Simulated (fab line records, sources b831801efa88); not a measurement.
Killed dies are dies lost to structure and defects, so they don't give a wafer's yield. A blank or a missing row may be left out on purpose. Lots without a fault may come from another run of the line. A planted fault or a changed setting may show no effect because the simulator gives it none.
One fault seen from 2 desks | flow gf180mcu | each desk has only its own numbers; what lay behind them comes last

THE METROLOGY DESK
What the gauges read, lot by lot, whatever tool the lot ran on: means of the sampled wafers that have a number. A lot is out of limits, marked OUT, if its mean lies more than 4 standard deviations from the usual mean; the brackets give that distance.
Columns: A = NWELL_OVL at GF_NWELL_OVL_MEAS_07, usual 0.0 nm; B = LVPWELL_OVL at GF_LVPWELL_OVL_MEAS_07, usual -0.4 nm
lot  | first seen here | A    | B
L658 | day 3 17:11     | -1.1 | -0.4
L659 | day 3 18:07     | -1.6 | -0.9
L660 | day 3 23:29     | 1.8  | -2.2
L662 | day 4 10:13     | 0.9  | -0.6
L663 | day 4 10:34     | 0.5  | -0.5
L664 | day 4 21:47     | 1.3  | -0.7
L665 | day 5 03:04     | -0.1 | 1.2
L666 | day 5 03:26     | 0.6  | 0.1
L667 | day 5 09:40     | -0.9 | -0.5
L668 | day 5 13:28     | -1.5 | -1.7
L671 | day 6 07:19     | 1.1  | -1.1
L673 | day 6 17:52     | -1.7 | -1.5
L680 | day 8 08:07     | -2.1 | 0.0
L681 | day 8 12:50     | 1.1  | -1.5
This desk's finding: nothing out of limits on any of the 14 lots.

THE TOOL OWNER'S DESK: wet_bench-01
The tool's own readings at GF_STI_WET_ETCH_17 (etches Si3N4 in H3PO4, target depth 45 nm, time 514 s): means of the sampled wafers that have a number, for each lot that ran on this tool. A lot is out of limits, marked OUT, if its mean lies more than 4 standard deviations from the usual mean; the brackets give that distance.
Columns: A = bath_guard_temp_C at GF_STI_WET_ETCH_17, usual 160.0 C; B = temp_c at GF_STI_WET_ETCH_17, usual 159.99 C
lot  | first seen here | A     | B
L663 | day 3 03:46     | 159.8 | 159.86
L664 | day 3 13:00     | 160.1 | 160.09
L666 | day 3 19:22     | 159.6 | 160.07
L671 | day 4 20:28     | 161.2 | 161.12 (+7.5) OUT
L673 | day 5 07:13     | 161.1 | 161.01 (+6.8) OUT
This desk's finding: out of limits on L671, L673; first on L671, day 4 20:28 (temp_c at GF_STI_WET_ETCH_17). In limits: L663, L664, L666.

PUT TOGETHER
The tool owner's desk could have raised an alarm at day 4 20:28, on L671, L673.
The metrology desk saw nothing out of limits.
The metrology desk has L671, L673 on record, within its limits.
Of the lots named, all ran GF_STI_WET_ETCH_17 on wet_bench-01.

WHAT THE SIMULATOR HAD PUT IN
Process parameter drift: wet_bench-01, from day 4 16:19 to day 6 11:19, at GF_STI_WET_ETCH_17. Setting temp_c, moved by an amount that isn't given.
Lots struck among those shown: L671, L673.
Hours from the fault's start to each desk's first reading out of limits: the tool owner's desk, 4.
